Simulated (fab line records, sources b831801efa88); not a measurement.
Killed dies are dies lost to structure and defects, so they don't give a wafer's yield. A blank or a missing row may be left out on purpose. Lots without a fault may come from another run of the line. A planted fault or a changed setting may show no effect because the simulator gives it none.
Which tool did it? | flow gf180mcu | 15 lots, 45 wafers sampled, at 3 steps of a route of 602

WHAT THE GAUGES READ, wafer by wafer
GF_M4_OVL_MEAS_15.
lot  | measured     | on         | M4_OVL (nm)
L209 | day 23 13:22 | overlay-02 | -2 4 0
L210 | day 23 17:49 | overlay-01 | -5 0 2
L212 | day 24 14:43 | overlay-01 | 1 -5 -3
L215 | day 25 11:16 | overlay-02 | 2 4 8
L216 | day 25 20:16 | overlay-02 | -4 -9 1
L218 | day 26 17:29 | overlay-01 | -2 -8 -1
L220 | day 27 08:36 | overlay-01 | -7 -2 -3
L221 | day 27 11:37 | overlay-01 | -1 -4 -6
L222 | day 27 19:01 | overlay-01 | 2 1 7
L223 | day 28 00:01 | overlay-02 | 1 -3 -2
L227 | day 29 04:50 | overlay-02 | 2 -5 1
L229 | day 29 19:28 | overlay-02 | 0 -2 -2
L230 | day 30 00:48 | overlay-02 | 4 8 3
L231 | day 30 03:59 | overlay-02 | -1 -9 1
L232 | day 30 18:10 | overlay-01 | 1 1 1

GF_V4_THK_MEAS_01.
lot  | measured     | on            | V4_CVD_00_THK (nm)
L209 | day 23 14:10 | film_metro-02 | 603 598 602
L210 | day 23 18:35 | film_metro-02 | 596 602 604
L212 | day 24 15:29 | film_metro-03 | 605 595 606
L215 | day 25 12:02 | film_metro-01 | 595 599 601
L216 | day 25 21:05 | film_metro-02 | 596 605 604
L218 | day 26 18:16 | film_metro-02 | 603 606 600
L220 | day 27 09:25 | film_metro-03 | 602 611 604
L221 | day 27 12:25 | film_metro-01 | 596 591 593
L222 | day 27 19:52 | film_metro-03 | 592 591 594
L223 | day 28 00:50 | film_metro-01 | 593 597 598
L227 | day 29 05:44 | film_metro-03 | 600 600 602
L229 | day 29 20:49 | film_metro-01 | 596 602 600
L230 | day 30 02:10 | film_metro-02 | 598 596 599
L231 | day 30 04:54 | film_metro-02 | 602 607 602
L232 | day 30 18:56 | film_metro-01 | 597 597 598

GF_V4_BOW_MEAS_05.
lot  | measured     | on            | V4_BOW (um)
L209 | day 23 14:41 | film_metro-03 | 125 132 134
L210 | day 23 19:04 | film_metro-03 | 126 126 114
L212 | day 24 16:00 | film_metro-01 | 146 150 148
L215 | day 25 12:32 | film_metro-03 | 135 128 138
L216 | day 25 21:34 | film_metro-03 | 134 146 139
L218 | day 26 18:47 | film_metro-02 | 148 147 131
L220 | day 27 09:54 | film_metro-03 | 134 131 130
L221 | day 27 13:03 | film_metro-01 | 136 141 144
L222 | day 27 20:23 | film_metro-02 | 129 140 135
L223 | day 28 01:19 | film_metro-02 | 138 144 139
L227 | day 29 06:14 | film_metro-01 | 120 131 133
L229 | day 29 21:18 | film_metro-01 | 147 151 138
L230 | day 30 02:40 | film_metro-02 | 160 153 153
L231 | day 30 05:24 | film_metro-03 | 134 126 126
L232 | day 30 19:36 | film_metro-03 | 142 145 150

WHICH TOOL RAN EACH LOT (tool, then ch and the chambers of the sampled wafers, then the start)
The record holds no process step before these readings.

WHAT THE TOOLS THEMSELVES READ (means of the sampled wafers that have a number; where no wafer has one, the mark that the record gives instead)
The record holds no such reading with a usual standard deviation.

THE ANSWER, worked out from the rows above alone
Rule: what is usual is taken from the lots themselves. Put in order of their means at a reading, lots are off if they are a third of the lots or fewer, leave a main group of 4 or more, and stand apart from it by a gap of 3 or more times the standard deviation of the main group's means; of several such gaps the widest counts. A main group whose means are all the same, to the digits that the tables above print for the reading, isn't used. A lot without any number at a reading at which 4 lots or more have one is off too. The other lots that the step has rows for count as sound. The gauges are gone through in route order, then the tools' own readings, and for those a lot's mean is taken as printed above. The first step at which some lot is off is used, and at that step the reading that is off furthest; a lot without a number counts as furthest.
No lot is off at any reading shown: from this, nothing can be told.

WHAT THE SIMULATOR HAD PUT IN
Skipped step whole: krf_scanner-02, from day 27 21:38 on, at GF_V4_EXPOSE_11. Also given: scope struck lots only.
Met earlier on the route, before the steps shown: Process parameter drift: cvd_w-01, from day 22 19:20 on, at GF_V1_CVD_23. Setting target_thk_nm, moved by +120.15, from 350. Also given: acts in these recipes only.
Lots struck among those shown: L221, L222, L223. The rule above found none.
